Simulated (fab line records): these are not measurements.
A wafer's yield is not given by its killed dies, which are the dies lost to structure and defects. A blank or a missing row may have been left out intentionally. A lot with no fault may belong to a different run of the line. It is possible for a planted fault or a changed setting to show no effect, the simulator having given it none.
Which tool is to blame? ; flow sky130 ; 13 lots with 39 wafers sampled at 3 steps, on a route of 708 steps

## WHAT THE GAUGES SHOWED, per wafer
SKY_VT_ADJUST_HVTR_OVL_MEAS_08. Usual: for VT_ADJUST_HVTR_OVL the level is 0.3 nm and the standard deviation is 1.3.
lot;measured;on;VT_ADJUST_HVTR_OVL (nm);flag
L716;day 9 12:01;overlay-02;1.0 -0.1 1.3;
L717;day 9 20:44;overlay-01;-0.8 0.2 -0.1;
L718;day 10 01:17;overlay-02;2.5 1.8 2.1;
L719;day 10 05:08;overlay-01;1.2 -0.5 1.4;
L728;day 12 23:20;overlay-01;0.2 0.1 -0.1;
L729;day 13 14:17;overlay-02;1.4 0.0 1.7;
L730;day 13 15:59;overlay-02;-0.7 -0.1 -0.1;
L731;day 14 02:11;overlay-02;0.0 -0.4 0.8;
L733;day 14 12:49;overlay-02;2.0 1.1 2.9;
L734;day 14 17:35;overlay-02;-3.5 -0.9 0.1;
L735;day 15 00:23;overlay-01;1.0 0.4 0.6;
L737;day 15 19:14;overlay-02;-1.1 -2.7 -2.2;
L739;day 16 10:41;overlay-02;0.3 2.4 2.3;

SKY_VT_ADJUST_PCH_TW_MEAS_10. Usual: for VT_ADJUST_PCH_TW the level is 142.6 and the standard deviation is 1.3.
lot;measured;on;VT_ADJUST_PCH_TW;flag
L716;day 10 10:31;film_metro-01;141.6 142.2 143.0;
L717;day 10 19:40;film_metro-01;143.4 143.2 141.1;
L718;day 11 00:13;film_metro-04;140.4 140.8 140.8;
L719;day 11 04:52;film_metro-03;144.3 144.9 145.2;
L728;day 14 02:35;film_metro-03;143.1 143.1 143.5;
L729;day 14 17:01;film_metro-03;142.9 143.4 143.0;
L730;day 14 18:33;film_metro-03;143.2 143.7 144.2;
L731;day 15 06:07;film_metro-03;143.3 141.1 142.5;
L733;day 15 17:06;film_metro-04;141.0 140.7 141.9;
L734;day 15 21:17;film_metro-01;144.0 143.9 144.4;
L735;day 16 04:40;film_metro-03;144.1 144.5 144.7;
L737;day 17 00:46;film_metro-03;144.5 144.2 144.4;
L739;day 17 16:19;film_metro-04;141.1 140.9 140.6;

## WHAT TOOL EACH LOT RAN ON (gives the tool, then ch and the chambers of the sampled wafers, and finally the start)
lot;SKY_VT_ADJUST_NCORE_STRIP_10
L716;plasma_asher-01 ch 0,1, day 8 15:52
L717;plasma_asher-03 ch 0,1, day 9 00:13
L718;plasma_asher-02 ch 0,1, day 9 04:07
L719;plasma_asher-01 ch 0, day 9 07:43
L728;plasma_asher-02 ch 0,1, day 11 23:19
L729;plasma_asher-03 ch 1, day 12 12:16
L730;plasma_asher-03 ch 0,1, day 12 14:23
L731;plasma_asher-02 ch 0,1, day 12 23:22
L733;plasma_asher-03 ch 0,1, day 13 10:52
L734;plasma_asher-01 ch 0,1, day 13 15:20
L735;plasma_asher-01 ch 0,1, day 13 21:34
L737;plasma_asher-03 ch 0,1, day 14 16:07
L739;plasma_asher-02 ch 0,1, day 15 07:22
- SKY_VT_ADJUST_NCORE_STRIP_10: strips in O2/N2.

## WHAT THE TOOLS THEMSELVES READ (means of the sampled wafers that have a number; where no wafer has one, the mark that the record gives instead)
SKY_VT_ADJUST_NCORE_STRIP_10. Usual: drypump_motor_current_A 5.7 A, standard deviation 0.55; oes_product_au 0.716 a.u., standard deviation 0.0045; strip_time_to_endpoint_s 14.19 s, standard deviation 0.041.
lot;tool;drypump_motor_current_A (A);oes_product_au (a.u.);strip_time_to_endpoint_s (s);flag
L716;plasma_asher-01;5.5;0.714;14.19;
L717;plasma_asher-03;5.9;0.717;14.13;
L718;plasma_asher-02;5.6;0.719;14.21;
L719;plasma_asher-01;6.2;0.716;14.23;
L728;plasma_asher-02;5.5;0.719;14.28;
L729;plasma_asher-03;6.3;0.717;14.17;
L730;plasma_asher-03;5.9;0.714;14.17;
L731;plasma_asher-02;6.0;0.710;14.20;
L733;plasma_asher-03;5.9;0.716;14.23;
L734;plasma_asher-01;5.5;0.718;14.20;
L735;plasma_asher-01;5.5;0.715;14.19;
L737;plasma_asher-03;5.6;0.716;14.22;
L739;plasma_asher-02;6.0;0.711;14.13;

## THE ANSWER, worked out from the rows above alone
Rule: a lot counts as off when the mean over its wafers that have a number is more than 3 standard deviations away from the usual mean. Also off: a lot with no number at a reading for which 4 or more lots have one. The other lots that the step has rows for count as sound. First the gauges in route order, then the tools' own readings, where a lot's mean is used as printed above. The first step at which some lot is off is used, and at that step the reading that is off furthest; a lot without a number counts as furthest.
None of the lots is off at any reading shown; this tells nothing.

## WHAT THE SIMULATOR PUT IN
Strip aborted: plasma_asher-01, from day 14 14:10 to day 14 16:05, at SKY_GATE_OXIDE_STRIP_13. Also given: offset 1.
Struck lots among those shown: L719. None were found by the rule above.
